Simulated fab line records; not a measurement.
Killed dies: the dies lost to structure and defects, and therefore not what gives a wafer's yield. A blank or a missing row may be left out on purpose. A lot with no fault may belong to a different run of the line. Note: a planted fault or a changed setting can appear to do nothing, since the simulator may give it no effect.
Matching of chambers :: flow gf180mcu :: pecvd-04 running GF_V4_CVD_02: 3 sister chambers
The step deposits SiO2 from TEOS, target thk 850 nm, time 94.851 s. 3 wafers are shown with their chamber, then 8 later ones without.

WAFERS PAIRED WITH THEIR CHAMBERS
wafer: L386.4
chamber: 1
heater power w (W): 410

wafer: L387.4
chamber: 0
heater power w (W): 756

wafer: L401.2
chamber: 2
heater power w (W): 568

WAFERS WHOSE CHAMBER IS MISSING
wafer: L401.4
heater power w (W): 515

wafer: L401.6
heater power w (W): 633

wafer: L402.1
heater power w (W): 484

wafer: L402.2
heater power w (W): 678

wafer: L402.5
heater power w (W): 504

wafer: L403.1
heater power w (W): 466

wafer: L403.3
heater power w (W): 611

wafer: L403.6
heater power w (W): 714

WHICH CHAMBER EACH ONE RAN IN
wafer: L401.4
from the rows above: can't be placed: 2 or 1
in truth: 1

wafer: L401.6
from the rows above: can't be placed: 2 or 0
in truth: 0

wafer: L402.1
from the rows above: can't be placed: 1 or 2
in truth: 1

wafer: L402.2
from the rows above: can't be placed: 0 or 2
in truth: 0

wafer: L402.5
from the rows above: can't be placed: 2 or 1
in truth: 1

wafer: L403.1
from the rows above: can't be placed: 1 or 2
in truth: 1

wafer: L403.3
from the rows above: can't be placed: 2 or 0
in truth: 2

wafer: L403.6
from the rows above: can't be placed: 0 or 2
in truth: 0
Correctly placed: 0 of 8. From these rows, 8 cannot be placed; in 8 the true chamber is one of the candidates. 0 placed wrongly.
How it was worked out, from the rows above alone: a wafer's distance from a chamber is the root of the sum, over the readings, of the square of ((its reading less the chamber's mean) divided by the reading's scatter). If the next closest chamber is less than 2 further off than the closest, the wafer can't be placed; otherwise it belongs to the closest. Each chamber's mean is taken over the wafers shown for it. The scatter: root of mean squared gap, hidden wafer to nearest shown wafer, with one shown wafer a chamber.
